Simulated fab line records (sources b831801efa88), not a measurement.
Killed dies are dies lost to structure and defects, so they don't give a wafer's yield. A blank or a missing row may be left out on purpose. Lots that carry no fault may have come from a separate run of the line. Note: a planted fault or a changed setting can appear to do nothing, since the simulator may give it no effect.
Which tool did it?	flow sky130	14 lots, 42 wafers sampled, at 4 steps of a route of 708

## WHAT THE GAUGES SHOWED, per wafer
SKY_SONOS_ONO_CD_MEAS_13 targets a cd of 410 nm.
lot	measured	on	cd-nm (nm)
L411	day 12 08:28	cd-sem-01	411.8 411.4 408.7
L412	day 12 16:50	cd-sem-01	409.2 410.4 409.8
L413	day 13 03:32	cd-sem-01	407.7 408.7 409.1
L414	day 13 08:28	cd-sem-01	405.4 406.2 408.6
L415	day 14 03:02	cd-sem-01	409.2 406.5 405.6
L417	day 14 12:41	cd-sem-02	408.5 408.1 410.7
L418	day 14 22:20	cd-sem-01	407.8 408.6 407.5
L420	day 16 02:31	cd-sem-01	411.3 412.1 411.5
L423	day 17 05:50	cd-sem-01	410.1 410.3 410.3
L425	day 18 15:44	cd-sem-01	415.0 412.0 413.5
L427	day 18 18:08	cd-sem-02	409.2 408.6 407.7
L430	day 19 08:11	cd-sem-02	410.8 409.6 410.5
L433	day 20 12:16	cd-sem-02	410.6 409.0 409.8
L432	day 20 12:37	cd-sem-02	409.9 407.5 407.0

SKY_LDD_P_CD_MEAS_07 targets a cd of 380 nm.
lot	measured	on	cd-nm (nm)
L411	day 18 09:01	cd-sem-02	376.8 380.6 377.5
L412	day 19 03:14	cd-sem-01	379.9 379.6 379.3
L413	day 19 15:02	cd-sem-02	381.1 381.4 380.6
L414	day 19 19:01	cd-sem-02	374.7 378.7 376.3
L415	day 20 11:08	cd-sem-02	380.7 381.2 379.3
L417	day 21 03:30	cd-sem-02	376.7 376.9 377.5
L418	day 21 13:01	cd-sem-01	379.0 379.9 377.0
L420	day 22 23:00	cd-sem-01	377.3 378.7 379.0
L423	day 24 01:15	cd-sem-01	374.3 373.9 374.1
L425	day 25 07:38	cd-sem-02	378.1 377.5 377.5
L427	day 25 12:08	cd-sem-01	380.4 381.4 382.3
L430	day 26 01:28	cd-sem-02	381.8 379.3 381.0
L433	day 27 03:05	cd-sem-02	383.9 383.9 386.4
L432	day 27 07:25	cd-sem-02	380.2 381.1 379.0

SKY_LDD_HVN_OVL_MEAS_07.
lot	measured	on	LDD_HVN_OVL (nm)
L411	day 19 16:32	overlay-02	1.1 0.3 0.9
L412	day 20 10:14	overlay-01	-0.6 1.7 0.7
L413	day 20 21:41	overlay-02	-0.8 1.1 -0.7
L414	day 21 01:30	overlay-02	-1.1 -0.3 -1.0
L415	day 21 18:11	overlay-01	-0.7 1.4 0.0
L417	day 22 10:20	overlay-01	1.8 1.5 1.1
L418	day 22 19:53	overlay-02	1.4 0.1 0.9
L420	day 24 05:02	overlay-02	1.5 1.0 0.6
L423	day 25 06:38	overlay-02	1.0 1.1 1.0
L425	day 26 12:08	overlay-01	0.3 0.4 -0.4
L427	day 26 17:56	overlay-02	0.7 0.7 1.2
L430	day 27 06:14	overlay-01	-0.5 -1.0 -2.7
L433	day 28 07:35	overlay-02	2.4 3.1 2.6
L432	day 28 11:57	overlay-02	-1.2 -0.2 -0.1

## TOOL THAT RAN EACH LOT (tool first, then ch and the chambers of the sampled wafers, then the start)
lot	SKY_LDD_P_DEVELOP_06
L411	litho-track-01 ch 0, day 18 08:52
L412	litho-track-03 ch 0, day 19 03:05
L413	litho-track-03 ch 0, day 19 14:53
L414	litho-track-03 ch 0, day 19 18:52
L415	litho-track-03 ch 0, day 20 10:59
L417	litho-track-02 ch 0, day 21 03:21
L418	litho-track-01 ch 0, day 21 12:52
L420	litho-track-02 ch 0, day 22 22:51
L423	litho-track-02 ch 0, day 24 01:06
L425	litho-track-03 ch 0, day 25 07:29
L427	litho-track-03 ch 0, day 25 11:59
L430	litho-track-02 ch 0, day 26 01:20
L433	litho-track-03 ch 0, day 27 02:56
L432	litho-track-03 ch 0, day 27 07:16
- SKY_LDD_P_DEVELOP_06: develop time 60 s.

## WHAT THE TOOLS THEMSELVES READ (means of the sampled wafers that have a number; where no wafer has one, the mark that the record gives instead)
SKY_LDD_P_DEVELOP_06.
lot	tool	developer-temp-C (C)
L411	litho-track-01	22.98
L412	litho-track-03	22.99
L413	litho-track-03	23.17
L414	litho-track-03	22.94
L415	litho-track-03	22.92
L417	litho-track-02	23.12
L418	litho-track-01	22.92
L420	litho-track-02	23.03
L423	litho-track-02	22.98
L425	litho-track-03	23.06
L427	litho-track-03	22.95
L430	litho-track-02	23.04
L433	litho-track-03	22.24
L432	litho-track-03	22.34

## THE ANSWER, worked out from the rows above alone
Rule: the usual values come from the lots themselves. Put in order of their means at a reading, lots are off if they are a third of the lots or fewer, leave a main group of 4 or more, and stand apart from it by a gap of 3 or more times the standard deviation of the main group's means; of several such gaps the widest counts. A main group whose means are all the same, to the digits that the tables above print for the reading, isn't used. Also off: a lot with no number at a reading for which 4 or more lots have one. The other lots that the step has rows for count as sound. First the gauges in route order, then the tools' own readings, where a lot's mean is used as printed above. The first step at which some lot is off is used, and at that step the reading that is off furthest; a lot without a number counts as furthest.
Off at SKY_LDD_P_DEVELOP_06 (developer-temp-C): L433, L432. The main group: mean 23.01 C, standard deviation 0.075.
If a tool, at that step or one of the process steps before it, ran each lot that is off and ran no sound lot following the first of them, it fits. One fits: SKY_LDD_P_DEVELOP_06 on litho-track-03. Its last sound lot is L427 (day 25 11:59), its first lot that is off L433 (day 27 02:56): a fault that began between those two fits.
On the lots that are off, the tool's own readings at SKY_LDD_P_DEVELOP_06 differ by more than 5 times the standard deviation of the sound lots' means, which bears it out; developer-temp-C reads 22.29 C there versus 23.01 C on the sound lots.

## WHAT THE SIMULATOR HAD PUT IN
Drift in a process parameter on litho-track-03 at SKY_LDD_P_DEVELOP_06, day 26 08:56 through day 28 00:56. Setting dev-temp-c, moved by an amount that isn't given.
Lots struck among those shown: L433, L432. The rule above found the same.
